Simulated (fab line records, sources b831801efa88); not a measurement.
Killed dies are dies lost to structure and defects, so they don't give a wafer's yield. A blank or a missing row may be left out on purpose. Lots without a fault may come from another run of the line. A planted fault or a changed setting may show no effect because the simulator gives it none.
A struck lot beside a sound one | flow gf180mcu | 19 steps out of a route of 602
Sound: wafers L288.2, L288.4, L288.5. Struck: wafers L295.4, L295.5, L295.6. The cause comes at the end.
At each step with rows: each side's tool, then ch and its chambers, then its first start. Under that, the readings that differ: sound wafers | struck wafers | difference of the means | sigmas: that difference in standard deviations of wafers without a fault.
alike: readings whose means differ by less than 2 such deviations, and words and numbers that are the same on both sides. not compared: withheld readings, readings that some wafer has no value for, bounds like >300 that may hide the same value, and numbers for which the record gives no deviation and whose values overlap.
The two part at a step that has a row with sigmas, a row that says differs or no value, or rows on one side only. Numbers that don't overlap but have no deviation are shown without sigmas and don't part them. A reading that every wafer of one side lacks parts them only if that side has two wafers or more.

first, 1 step without rows for these wafers: GF_NSD_IMPLANT_10.
GF_NSD_STRIP_11: strips in O2/N2.
  sound on plasma_asher-02 ch 0, day 15 05:58; struck on plasma_asher-02 ch 0,1, day 17 08:06
  alike: drypump_motor_current_A, heater_power_w, oes_product_au, strip_time_to_endpoint_s
  not compared: rf_hours_counter_h
GF_NSD_TW_MEAS_12:
  sound on film_metro-01, day 15 06:04; struck on film_metro-02, day 17 08:11
  alike: NSD_TW
then, 7 steps without rows for these wafers: GF_PSD_DEHYDRATE_00 (time 60 s); GF_PSD_HMDS_01 (prime time 60 s); GF_PSD_COAT_02 (resist thk 1000 nm); GF_PSD_SOFTBAKE_03 (time 60 s); GF_PSD_EXPOSE_04 (exposes mask Pplus, target cd 400 nm); GF_PSD_PEB_05; GF_PSD_DEVELOP_06 (develop time 60 s).
GF_PSD_CD_MEAS_07: target cd 400 nm.
  sound on cd_sem-01, day 16 03:59; struck on cd_sem-01, day 18 08:04
  reading    | sound             | struck            | difference | sigmas
  cd_nm (nm) | 401.7 400.1 400.7 | 393.7 392.5 395.0 | -7.1       | -2
GF_PSD_OVL_MEAS_08:
  sound on overlay-02, day 16 04:05; struck on overlay-01, day 18 08:08
  alike: PSD_OVL
GF_PSD_IMPLANT_09:
  sound on implanter-01 ch 0, day 16 04:08; struck on implanter-04 ch 0, day 18 08:14
  reading                          | sound                         | struck                        | difference | sigmas
  dose_ions_cm2                    | 1.5e+15 1.5001e+15 1.4974e+15 | 9.112e+14 9.138e+14 9.123e+14 | -5.867e+14 | -99 or more
  end_station_pressure_torr (Torr) | 1.18e-05 1.19e-05 1.13e-05    | 8.7e-06 9.8e-06 8.7e-06       | -2.6e-06   | -4
  faraday_current_uA               | 8022 7949 8360                | 5078 5074 5191                | -2996      | -18
GF_PSD_STRIP_10: strips in O2/N2.
  sound on plasma_asher-02 ch 0,1, day 16 04:16; struck on plasma_asher-04 ch 0,1, day 18 08:21
  reading                      | sound             | struck            | difference | sigmas
  oes_product_au (a.u.)        | 0.601 0.594 0.590 | 0.639 0.627 0.629 | +0.037     | +9
  strip_time_to_endpoint_s (s) | 16.50 16.53 16.52 | 15.02 15.04 15.00 | -1.50      | -44
  alike: drypump_motor_current_A, heater_power_w
  not compared: rf_hours_counter_h
GF_PSD_TW_MEAS_11:
  sound on film_metro-04, day 16 04:22; struck on film_metro-01, day 18 08:40
  reading | sound          | struck         | difference | sigmas
  PSD_TW  | 3156 3145 3150 | 2798 2821 2813 | -340       | -26
  not compared: hold
GF_PSD_RTA_13: time 20 s.
  sound on rtp_anneal-02 ch 0, day 16 04:31; struck on rtp_anneal-02 ch 0, day 18 11:08
  alike: lamp_power_pct, wafer_temp_C_max
GF_PSD_RS_MEAS_14: measures by four-point-probe.
  sound on film_metro-04, day 16 04:40; struck on film_metro-02, day 18 11:16
  alike: NSD_RS
GF_PSD_RS_MEAS_15: measures by four-point-probe.
  sound on film_metro-04, day 16 04:47; struck on film_metro-02, day 18 11:41
  reading         | sound                | struck               | difference | sigmas
  PSD_RS (ohm/sq) | 108.11 108.52 108.21 | 143.03 143.80 143.21 | +35.07     | +99 or more
  not compared: hold
GF_PASSIVATION_PROBE_99:
  the record has rows for the sound wafers here (prober-01, day 30 14:34) and none for the struck ones

WHERE THEY PART
First at GF_PSD_CD_MEAS_07; last, within this record, at GF_PASSIVATION_PROBE_99.

WHY: what the simulator had put in
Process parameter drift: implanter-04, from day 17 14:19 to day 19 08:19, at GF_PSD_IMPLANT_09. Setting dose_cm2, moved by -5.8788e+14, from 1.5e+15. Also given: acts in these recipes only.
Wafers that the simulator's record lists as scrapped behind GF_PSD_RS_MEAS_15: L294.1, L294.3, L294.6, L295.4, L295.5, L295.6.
